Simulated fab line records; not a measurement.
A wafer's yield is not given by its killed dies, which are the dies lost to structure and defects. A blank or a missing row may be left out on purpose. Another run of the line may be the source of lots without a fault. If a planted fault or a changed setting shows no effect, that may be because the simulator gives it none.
fab line records -- flow sfq_line
[record] lots = 13, wafers = 39, last_day = 93
route steps=325 shown M0@29
lots that met no fault: from a run of the same line without faults
start_h: hours from the record's opening day to when the first of the lot's shown wafers began -- wait_h: hours elapsed since this lot's preceding step -- " as in the row above -- L1.1+2: a row that stands for several wafers -- - no value, or no start given -- * or withheld: withheld -- < > ~ a bound
route shown NAME@n: names a module that has steps shown in the file, with the first one's number in the route -- usual: mean/standard deviation of fault-free wafers -- same: alike in all rows -- chamber/n: place in a boat -- sites: readings site by site -- _std_site: how widely they spread, as a standard deviation -- _edge_site: mean of outer sites minus mean of inner sites -- radius_mm: how far each site lies from the wafer's centre -- mask NAME#n: copy n -- behind: the last tool/chamber to shape the wafer -- hold: why the lot was held/for how many hours/how that ended -- device: names the non-switching transistor (n, p or np) -- end of line: tests run on the same wafers once the route is complete -- step lacking rows: just its recipe -- killed: count of dies lost to structure and defects at first sort (not the wafer's yield) -- map: shows each die of a wafer: x if killed, . if not, _ if none is there
set.NAME: the setting that was run; set.NAME@STEP: the one run at that earlier step -- model.NAME: the simulator's own value behind a step, which no gauge read
one table for each step of the route and one row for each wafer, over a sample of lots
services: from which hour (start_h, from the record's first day; less than 0 if before it) a tool's chamber was out of use, for how many hours, and why
[[steps]]
[step SFQ_TRILAYER_M0_DEP_SPUTTER_019]
[recipe] material = Nb, base_pressure_pa = 1.33e-06, chamber_pressure_pa = 0.1333, substrate_temp_c = 20, resputter_cathode_voltage_v = 400, target_thk_nm = 200, power_w = 2000, time_s = 133.3
[usual] chamber_pressure_pa = 0.1333/0.00024, throttle_valve_pct = 29.9/0.9
lot.wafer,tool,chamber,start_h,wait_h,chamber_pressure_pa,throttle_valve_pct
L562.2,pvd_sputter-04,-,137.96,0.0,0.13338,31.3
L562.3,pvd_sputter-04,-,137.96,0.0,0.1334,30.2
L562.6,pvd_sputter-04,-,137.96,0.0,0.13311,28.5
L564.2,pvd_sputter-04,-,154.36,0.0,0.13336,31.4
L564.3,pvd_sputter-04,-,154.36,0.0,0.13329,30.3
L564.6,pvd_sputter-04,-,154.36,0.0,0.1329,30.3
L566.4,pvd_sputter-06,-,165.91,0.0,0.13355,29.7
L566.5,pvd_sputter-06,-,165.91,0.0,0.13334,28.3
L566.6,pvd_sputter-06,-,165.91,0.0,0.13352,29.9
L567.1,pvd_sputter-05,-,172.64,0.0,0.1333,30.0
L567.3,pvd_sputter-05,-,172.64,0.0,0.13335,30.7
L567.4,pvd_sputter-05,-,172.64,0.0,0.13331,29.4
L568.1,pvd_sputter-05,-,179.84,0.0,0.13344,30.2
L568.3,pvd_sputter-05,-,179.84,0.0,0.13306,31.0
L568.4,pvd_sputter-05,-,179.84,0.0,0.13319,29.4
L569.1,pvd_sputter-04,-,186.02,0.0,0.13346,29.4
L569.2,pvd_sputter-04,-,186.02,0.0,0.13354,31.3
L569.5,pvd_sputter-04,-,186.02,0.0,0.13366,31.6
L570.1,pvd_sputter-06,-,188.24,0.0,0.1336,30.1
L570.4,pvd_sputter-06,-,188.24,0.0,0.13326,29.6
L570.5,pvd_sputter-06,-,188.24,0.0,0.13381,30.7
L571.2,pvd_sputter-06,-,193.04,0.0,0.13348,30.6
L571.3,pvd_sputter-06,-,193.04,0.0,0.13351,29.8
L571.4,pvd_sputter-06,-,193.04,0.0,0.13308,28.2
L574.2,pvd_sputter-05,-,214.80,0.0,0.13309,30.4
L574.3,pvd_sputter-05,-,214.80,0.0,0.13324,30.3
L574.4,pvd_sputter-05,-,214.80,0.0,0.13313,29.5
L575.1,pvd_sputter-06,-,221.98,0.0,0.13309,28.3
L575.2,pvd_sputter-06,-,221.98,0.0,0.1335,29.9
L575.4,pvd_sputter-06,-,221.98,0.0,0.13327,30.7
L581.4,pvd_sputter-05,-,274.84,0.0,0.1336,31.2
L581.5,pvd_sputter-05,-,274.84,0.0,0.13369,30.4
L581.6,pvd_sputter-05,-,274.84,0.0,0.13338,29.4
L584.1,pvd_sputter-04,-,298.42,0.0,0.13318,31.4
L584.3,pvd_sputter-04,-,298.42,0.0,0.13326,30.3
L584.6,pvd_sputter-04,-,298.42,0.0,0.1329,30.4
L585.1,pvd_sputter-04,-,305.62,0.0,0.13355,29.3
L585.3,pvd_sputter-04,-,305.62,0.0,0.13335,30.1
L585.4,pvd_sputter-04,-,305.62,0.0,0.13347,28.7
[step SFQ_M0_RS_MEAS_904]
[recipe] thk_meas_gauge = four-point-probe, reads = Nb_of_TRILAYER_M0_DEP_SPUTTER_019
[usual] M0_NB_RS = 0.891/0.008
lot.wafer,tool,chamber,start_h,wait_h,M0_NB_RS[ohm/sq]
L562.2,film_metro-02,-,139.07,1.1,0.896
L562.3,film_metro-02,-,139.07,1.1,0.891
L562.6,film_metro-02,-,139.07,1.1,0.899
L564.2,film_metro-03,-,154.47,0.1,0.899
L564.3,film_metro-03,-,154.47,0.1,0.900
L564.6,film_metro-03,-,154.47,0.1,0.901
L566.4,film_metro-03,-,166.06,0.1,0.888
L566.5,film_metro-03,-,166.06,0.1,0.888
L566.6,film_metro-03,-,166.06,0.1,0.886
L567.1,film_metro-03,-,172.73,0.0,0.877
L567.3,film_metro-03,-,172.73,0.0,0.881
L567.4,film_metro-03,-,172.73,0.0,0.876
L568.1,film_metro-02,-,179.93,0.0,0.885
L568.3,film_metro-02,-,179.93,0.0,0.897
L568.4,film_metro-02,-,179.93,0.0,0.887
L569.1,film_metro-01,-,186.11,0.0,0.881
L569.2,film_metro-01,-,186.11,0.0,0.883
L569.5,film_metro-01,-,186.11,0.0,0.882
L570.1,film_metro-01,-,188.33,0.0,0.901
L570.4,film_metro-01,-,188.33,0.0,0.892
L570.5,film_metro-01,-,188.33,0.0,0.895
L571.2,film_metro-01,-,193.15,0.1,0.884
L571.3,film_metro-01,-,193.15,0.1,0.886
L571.4,film_metro-01,-,193.15,0.1,0.890
L574.2,film_metro-02,-,214.91,0.1,0.891
L574.3,film_metro-02,-,214.91,0.1,0.885
L574.4,film_metro-02,-,214.91,0.1,0.892
L575.1,film_metro-02,-,222.07,0.0,0.907
L575.2,film_metro-02,-,222.07,0.0,0.903
L575.4,film_metro-02,-,222.07,0.0,0.902
L581.4,film_metro-02,-,274.95,0.1,0.890
L581.5,film_metro-02,-,274.95,0.1,1.155
L581.6,film_metro-02,-,274.95,0.1,0.890
L584.1,film_metro-03,-,298.51,0.0,0.902
L584.3,film_metro-03,-,298.51,0.0,0.891
L584.6,film_metro-03,-,298.51,0.0,0.891
L585.1,film_metro-02,-,305.71,0.0,0.883
L585.3,film_metro-02,-,305.71,0.0,0.881
L585.4,film_metro-02,-,305.71,0.0,0.891
[step SFQ_TRILAYER_M0_ETCH_METAL_ETCH_024]
[recipe] target = Nb, stop_on = SiO2, mask_material = PR, chemistry = Cl2/Ar, target_depth_nm = 240, icp_w = 600, bias_w = 80, pressure_mtorr = 10, time_s = 120
[usual] drypump_motor_current_A = 6.2/0.45, oes_product_au = 0.893/0.0063, rf_fwd_power_W = 596.2/2
lot.wafer,tool,chamber,start_h,wait_h,drypump_motor_current_A,oes_product_au,rf_fwd_power_W,rf_hours_counter_h
L562.2,rie_metal-02,1,223.56,0.0,6.8,0.893,593.6,15
L562.3,rie_metal-02,1,223.56,0.0,6.8,0.896,595.8,-
L562.6,rie_metal-02,0,223.56,0.0,6.4,0.889,597.3,-
L564.2,rie_metal-03,1,237.96,0.0,6.3,0.895,597.7,21
L564.3,rie_metal-03,1,237.96,0.0,6.3,0.882,595.8,-
L564.6,rie_metal-03,0,237.96,0.0,5.4,0.887,593.9,-
L566.4,rie_metal-03,0,250.14,0.2,5.5,0.895,597.9,-
L566.5,rie_metal-03,0,250.14,0.2,5.4,0.885,594.7,-
L566.6,rie_metal-03,0,250.14,0.2,5.5,0.897,596.4,-
L567.1,rie_metal-02,0,261.96,0.0,6.4,0.901,598.6,132
L567.3,rie_metal-02,0,261.96,0.0,6.4,0.901,594.9,-
L567.4,rie_metal-02,1,261.96,0.0,6.8,0.900,595.3,-
L568.1,rie_metal-03,1,272.76,0.0,6.3,0.890,594.1,27
L568.3,rie_metal-03,0,272.76,0.0,5.5,0.895,596.8,-
L568.4,rie_metal-03,1,272.76,0.0,6.3,0.896,592.3,-
L569.1,rie_metal-03,0,280.79,0.0,5.4,0.898,592.3,79
L569.2,rie_metal-03,1,280.79,0.0,6.3,0.894,594.9,28
L569.5,rie_metal-03,1,280.79,0.0,6.3,0.902,591.1,-
L570.1,rie_metal-02,1,285.59,0.0,6.8,0.878,594.4,25
L570.4,rie_metal-02,1,285.59,0.0,6.8,0.900,592.9,-
L570.5,rie_metal-02,0,285.59,0.0,6.4,0.894,596.5,-
L571.2,rie_metal-02,1,292.79,0.0,6.8,0.901,595.6,26
L571.3,rie_metal-02,0,292.79,0.0,6.4,0.888,597.1,-
L571.4,rie_metal-02,1,292.79,0.0,6.8,0.883,593.7,-
L574.2,rie_metal-02,0,310.79,0.0,6.4,0.890,596.9,139
L574.3,rie_metal-02,0,310.79,0.0,6.4,0.892,596.8,-
L574.4,rie_metal-02,1,310.79,0.0,6.8,0.892,592.2,-
L575.1,rie_metal-02,0,323.99,0.0,6.4,0.879,595.2,141
L575.2,rie_metal-02,1,323.99,0.0,6.8,0.889,595.9,30
L575.4,rie_metal-02,1,323.99,0.0,6.8,0.886,597.1,-
L581.4,rie_metal-03,0,397.93,0.1,5.4,0.896,596.9,-
L581.5,rie_metal-03,0,397.93,0.1,5.4,0.787,596.1,-
L581.6,rie_metal-03,1,397.93,0.1,6.3,0.902,598.6,-
L584.1,rie_metal-04,1,441.86,0.0,6.3,0.886,599.1,109
L584.3,rie_metal-04,0,441.86,0.0,5.6,0.900,593.5,-
L584.6,rie_metal-04,1,441.86,0.0,6.3,0.892,599.4,-
L585.1,rie_metal-04,1,450.32,0.1,6.2,0.895,598.7,110
L585.3,rie_metal-04,1,450.32,0.1,6.2,0.901,596.7,-
L585.4,rie_metal-04,1,450.32,0.1,6.2,0.892,597.8,-
[[services]]
tool,chamber,start_h,hours,kind
pvd_sputter-04,-,131.97,3.1,repair
pvd_sputter-04,-,145.30,1.6,repair
pvd_sputter-06,-,154.71,1.1,repair
rie_metal-03,-,162.70,1.4,pm
rie_metal-04,-,165.69,2.8,pm
rie_metal-03,1,247.40,6.9,repair
pvd_sputter-06,-,265.71,9.9,repair
pvd_sputter-05,2,267.68,-,consumable_replace:kit
pvd_sputter-05,2,267.68,18.0,scheduled_down
pvd_sputter-05,2,267.68,18.0,vent_cycle
rie_metal-03,0,303.00,11.5,repair
pvd_sputter-04,-,319.85,0.8,repair
pvd_sputter-04,-,380.56,4.3,repair
rie_metal-04,-,388.99,1.4,pm
pvd_sputter-06,-,398.62,2.3,repair
pvd_sputter-04,-,421.94,4.6,repair
pvd_sputter-04,-,429.73,4.9,repair
rie_metal-04,0,442.59,-,clean
rie_metal-04,0,442.59,20.4,scheduled_down
rie_metal-04,0,442.59,20.4,vent_cycle
[[key]]
[first_sign] step = SFQ_M0_RS_MEAS_904, reading = M0_NB_RS, direction = up, sigmas = 33, usual = 0.891, struck = 1.155
[effect] step = SFQ_TRILAYER_M0_ETCH_METAL_ETCH_024, reading = oes_product_au, direction = down, sigmas = 17, usual = 0.893, struck = 0.787
met_at SFQ_TRILAYER_M0_DEP_SPUTTER_019
struck_lots L581
struck_wafers L581.5
onset_between 214.80 274.84
[fault] kind = process_parameter_drift, tool = pvd_sputter-05, chamber = -, onset_h = 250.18, steps = SFQ_TRILAYER_M0_DEP_SPUTTER_019, channel = target_thk_nm, offset = -47.22, shape = step, end_h = 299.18, acts_in = these_recipes_only, stated = 200, scope = struck_wafers_only
